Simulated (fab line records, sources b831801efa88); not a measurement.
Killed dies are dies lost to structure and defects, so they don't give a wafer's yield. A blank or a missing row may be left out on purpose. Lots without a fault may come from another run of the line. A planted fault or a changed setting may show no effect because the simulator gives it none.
A struck lot beside a sound one | flow sky130 | 26 steps out of a route of 708
Sound: wafers L246.2, L246.4, L246.5. Struck: wafers L265.2, L265.4, L265.5. The cause comes at the end.
At each step with rows: each side's tool, then ch and its chambers, then its first start. Under that, the readings that differ: sound wafers | struck wafers | difference of the means | sigmas: that difference in standard deviations of wafers without a fault.
alike: readings whose means differ by less than 2 such deviations, and words and numbers that are the same on both sides. not compared: withheld readings, readings that some wafer has no value for, bounds like >300 that may hide the same value, and numbers for which the record gives no deviation and whose values overlap.
The two part at a step that has a row with sigmas, a row that says differs or no value, or rows on one side only. Numbers that don't overlap but have no deviation are shown without sigmas and don't part them. A reading that every wafer of one side lacks parts them only if that side has two wafers or more.

first, 5 steps without rows for these wafers: SKY_GATE_OXIDE_COAT_05 (resist thk 1140 nm); SKY_GATE_OXIDE_SOFTBAKE_06 (time 60 s); SKY_GATE_OXIDE_EXPOSE_07 (exposes mask LVOM, target cd 600 nm); SKY_GATE_OXIDE_PEB_08; SKY_GATE_OXIDE_DEVELOP_09 (develop time 60 s).
SKY_GATE_OXIDE_OVL_MEAS_10:
  sound on overlay-01, day 13 17:05; struck on overlay-01, day 21 05:45
  alike: GATE_OXIDE_OVL
then, 2 steps without rows for these wafers: SKY_GATE_OXIDE_IMPLANT_11; SKY_GATE_OXIDE_WET_ETCH_12 (etches SiO2 in dHF, target depth 16.8 nm, time 336 s).
SKY_GATE_OXIDE_STRIP_13: strips in O2/N2.
  sound on plasma_asher-03 ch 0,1, day 13 17:22; struck on plasma_asher-03 ch 0,1, day 21 06:02
  alike: drypump_motor_current_A, oes_product_au, strip_time_to_endpoint_s
  not compared: rf_hours_counter_h
SKY_GATE_OXIDE_TW_MEAS_14:
  sound on film_metro-03, day 13 17:28; struck on film_metro-03, day 21 06:09
  alike: GATE_OXIDE_TW
then, 2 steps without rows for these wafers: SKY_GATE_OXIDE_CLEAN_15 (cleans in SC1/SC2, time 150 s); SKY_GATE_OXIDE_OXIDATION_16 (stabilise 600 s, purge 300 s, target thk 3.57 nm).
SKY_POLY_GATE_CVD_00: deposits poly-Si, target thk 180 nm, time 720 s.
  sound on lpcvd-01 ch 1, day 13 20:08; struck on lpcvd-01 ch 0, day 21 07:47
  reading                                       | sound             | struck            | difference | sigmas
  zone_power_lower_pct (%)                      | 8.4 8.1 8.3       | 7.5 7.7 7.6       | -0.7       | -2
  model.poly-Si_of_POLY_GATE_CVD_00.thk_nm (nm) | 178.8 180.4 179.4 | 225.9 228.6 227.5 | +47.8      |
SKY_POLY_GATE_THK_MEAS_01:
  sound on film_metro-03, day 13 21:21; struck on film_metro-02, day 21 09:00
  reading                   | sound             | struck            | difference | sigmas
  POLY_GATE_CVD_00_THK (nm) | 178.9 180.4 179.5 | 225.9 228.6 227.5 | +47.7      | +37
then, 8 steps without rows for these wafers: SKY_RES_PROTECT_DEHYDRATE_00 (time 60 s); SKY_RES_PROTECT_HMDS_01 (prime time 60 s); SKY_RES_PROTECT_COAT_02 (resist thk 1140 nm); SKY_RES_PROTECT_SOFTBAKE_03 (time 60 s); SKY_RES_PROTECT_EXPOSE_04 (exposes mask RPM, target cd 1270 nm); SKY_RES_PROTECT_PEB_05; SKY_RES_PROTECT_DEVELOP_06 (develop time 60 s); SKY_POLY_GATE_IMPLANT_02.
SKY_RES_PROTECT_STRIP_07: strips in O2/N2.
  sound on plasma_asher-03 ch 0,1, day 14 23:37; struck on plasma_asher-02 ch 0,1, day 22 15:21
  reading                      | sound             | struck            | difference | sigmas
  drypump_motor_current_A (A)  | 6.2 6.3 5.9       | 4.7 5.7 4.7       | -1.1       | -2
  strip_time_to_endpoint_s (s) | 23.25 23.24 23.24 | 23.32 23.34 23.34 | +0.09      | +2
  alike: oes_product_au
  not compared: rf_hours_counter_h
SKY_RES_PROTECT_TW_MEAS_08:
  sound on film_metro-01, day 14 23:44; struck on film_metro-04, day 22 15:28
  alike: POLY_GATE_TW
SKY_RES_PROTECT_CLEAN_09: cleans in SC1/SC2, time 150 s.
  sound on wet_bench-04 ch 3, day 14 23:47; struck on wet_bench-03 ch 1, day 22 15:31
  reading                                       | sound             | struck          | difference | sigmas
  model.poly-Si_of_POLY_GATE_CVD_00.thk_nm (nm) | 178.2 179.8 178.8 | 225.3 228 226.9 | +47.8      |
then, 1 step without rows for these wafers: SKY_POLY_GATE_CVD_03 (deposits Si3N4 from DCS/NH3, target thk 75 nm, time 1290 s).

WHERE THEY PART
First at SKY_POLY_GATE_CVD_00; last, within this record, at SKY_RES_PROTECT_STRIP_07. Later steps at which nothing parts them and some readings are alike: SKY_RES_PROTECT_TW_MEAS_08.

WHY: what the simulator had put in
Process parameter drift: lpcvd-01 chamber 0, from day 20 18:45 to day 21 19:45, at SKY_POLY_GATE_CVD_00. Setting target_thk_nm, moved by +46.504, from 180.
